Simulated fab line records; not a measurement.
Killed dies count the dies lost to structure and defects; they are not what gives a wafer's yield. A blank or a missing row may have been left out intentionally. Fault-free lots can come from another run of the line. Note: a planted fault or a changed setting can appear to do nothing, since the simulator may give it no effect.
The tool behind it: which one? -- flow sky130 -- 30 wafers sampled from 10 lots at 1 step of a route of 708

## WHAT EACH GAUGE READ, for each wafer
SKY_CONTACT_CD_MEAS_14 targets a cd of 170 nm. Usual: 170.0 nm for cd-nm, sd 1.3.
lot,measured,on,cd-nm (nm),flag
L251,day 32 08:46,cd-sem-02,168.1 167.3 168.3,
L253,day 32 14:40,cd-sem-01,171.1 170.8 169.6,
L255,day 33 16:44,cd-sem-02,171.1 169.4 170.9,
L259,day 34 11:38,cd-sem-02,168.2 169.2 170.5,
L260,day 34 19:30,cd-sem-01,167.6 168.0 168.7,
L266,day 36 17:47,cd-sem-01,169.2 170.0 169.2,
L268,day 37 06:33,cd-sem-02,170.8 170.2 170.2,
L269,day 38 00:20,cd-sem-01,171.0 172.0 172.5,
L270,day 38 14:53,cd-sem-01,170.3 169.2 170.0,
L271,day 38 19:28,cd-sem-02,168.1 168.5 168.7,

## TOOL THAT RAN EACH LOT (tool first, then ch and the chambers of the sampled wafers, then the start)
The record shows no process step preceding these readings.

## WHAT THE TOOLS THEMSELVES READ (means of the sampled wafers that have a number; where no wafer has one, the mark that the record gives instead)
The record holds no such reading with a usual standard deviation.

## THE ANSWER, worked out from the rows above alone
Rule: a lot is off if the mean of its wafers that have a number lies more than 3 standard deviations from the usual mean. Also off: a lot with no number at a reading for which 4 or more lots have one. Any other lot the step has rows for is counted as sound. The gauges are gone through in route order, then the tools' own readings, and for those a lot's mean is taken as printed above. At the first step where some lot is off, the reading lying furthest off is the one used; lots without a number count as furthest.
No lot is off at any reading shown: from this, nothing can be told.

## WHAT THE SIMULATOR HAD INSERTED
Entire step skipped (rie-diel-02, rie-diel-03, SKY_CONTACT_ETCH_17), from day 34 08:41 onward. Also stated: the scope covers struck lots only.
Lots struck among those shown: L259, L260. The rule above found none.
